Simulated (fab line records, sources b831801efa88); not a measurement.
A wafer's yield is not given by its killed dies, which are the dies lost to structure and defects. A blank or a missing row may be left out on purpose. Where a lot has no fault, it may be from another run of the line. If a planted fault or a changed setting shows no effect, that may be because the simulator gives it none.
Check for tools in common    flow sky130    Lots sampled 16, wafers sampled 48

REASON FOR OPENING
4 of 16 lots carry a flag on the reading SPACER_CVD_00_THK at SKY_SPACER_THK_MEAS_01. No-fault wafers: 42.8 nm, standard deviation 0.47.
Rule: a lot is flagged in two cases, either no wafer of it has a number, or all its wafers with numbers fall more than 4 standard deviations from that mean. All remaining lots are regarded as sound.

lot   measured      on             SPACER_CVD_00_THK (nm), wafer by wafer  flag
L275  day 24 10:57  film metro-01  43.4 43.2 42.8                          
L273  day 24 13:12  film metro-01  42.9 42.4 42.5                          
L274  day 24 13:12  film metro-04  42.7 42.5 42.8                          
L277  day 24 17:22  film metro-02  43.7 43.2 43.5                          
L276  day 24 19:46  film metro-01  43.7 43.2 43.7                          
L280  day 25 08:58  film metro-01  43.0 42.7 42.7                          
L279  day 25 08:59  film metro-02  42.6 42.5 42.7                          
L282  day 26 04:05  film metro-02  42.3 42.0 42.2                          
L281  day 26 07:32  film metro-02  52.2 52.4 52.2                          FLAGGED
L284  day 27 11:32  film metro-04  52.1 52.3 51.7                          FLAGGED
L283  day 27 15:11  film metro-04  51.5 52.2 52.4                          FLAGGED
L285  day 27 23:14  film metro-02  52.9 52.7 52.8                          FLAGGED
L294  day 30 13:11  film metro-04  43.0 43.4 43.3                          
L295  day 30 13:14  film metro-02  42.7 43.2 43.2                          
L293  day 30 13:14  film metro-04  42.3 42.1 42.0                          
L296  day 30 19:11  film metro-02  42.9 43.0 42.9                          
The numbers of the flagged lots are 52.3 nm on average: +9.5 nm against the usual, or +20 standard deviations.

EACH LOT AND THE TOOL IT RAN ON
The record holds 1 process step before the reading, out of a route of 708 steps. Cell contents, in order: the tool; ch with the chambers the sampled wafers went through; the start.
lot   flag     SKY_SPACER_CVD_00
L275           lpcvd-02 ch 1, day 24 09:44
L273           lpcvd-02 ch 0, day 24 11:59
L274           lpcvd-02 ch 1, day 24 11:59
L277           lpcvd-02 ch 0, day 24 16:08
L276           lpcvd-02 ch 1, day 24 18:33
L280           lpcvd-02 ch 0, day 25 07:46
L279           lpcvd-02 ch 1, day 25 07:46
L282           lpcvd-02 ch 0, day 26 02:53
L281  FLAGGED  lpcvd-02 ch 1, day 26 06:20
L284  FLAGGED  lpcvd-02 ch 0, day 27 09:44
L283  FLAGGED  lpcvd-02 ch 0, day 27 13:59
L285  FLAGGED  lpcvd-02 ch 0, day 27 22:01
L294           lpcvd-02 ch 1, day 30 11:21
L295           lpcvd-02 ch 1, day 30 11:21
L293           lpcvd-02 ch 1, day 30 11:21
L296           lpcvd-02 ch 1, day 30 17:58
What is done by these steps:
- SKY_SPACER_CVD_00: deposits Si3N4 from DCS/NH3, target thk 43.1 nm, time 740 s.
- SKY_SPACER_THK_MEAS_01

FLAGGED AGAINST TOTAL, ONE TOOL AT A TIME (gauges that did the reading follow at the end)
step                    tool           lots run  flagged  share of the flagged lots  sound lots run after its first flagged lot
SKY_SPACER_CVD_00       lpcvd-02       16        4        all                        4 (L293,L294,L295,L296)
SKY_SPACER_THK_MEAS_01  film metro-01  4         0        none                       -
SKY_SPACER_THK_MEAS_01  film metro-02  7         2        some                       2 (L295,L296)
SKY_SPACER_THK_MEAS_01  film metro-04  5         2        some                       2 (L294,L293)

THE TABLE: WHAT IT ALLOWS
In the table, 1 row covers all flagged lots: lpcvd-02 at SKY_SPACER_CVD_00.
- lpcvd-02 at SKY_SPACER_CVD_00 ran 16 lots, 4 of them flagged. Sound lots followed the first flagged one (L293, L294, L295, L296) on it, something a lasting fault affecting the whole tool could not allow. Its own readings (spike tc centre C, spike tc lower C, spike tc top C, spike tc upper C, susceptor temp C) fall more than 4 standard deviations out on all wafers of the flagged lots.
Not one row of the table ran every flagged lot while running no sound lot after the first.

WHAT WAS PUT IN BY THE SIMULATOR
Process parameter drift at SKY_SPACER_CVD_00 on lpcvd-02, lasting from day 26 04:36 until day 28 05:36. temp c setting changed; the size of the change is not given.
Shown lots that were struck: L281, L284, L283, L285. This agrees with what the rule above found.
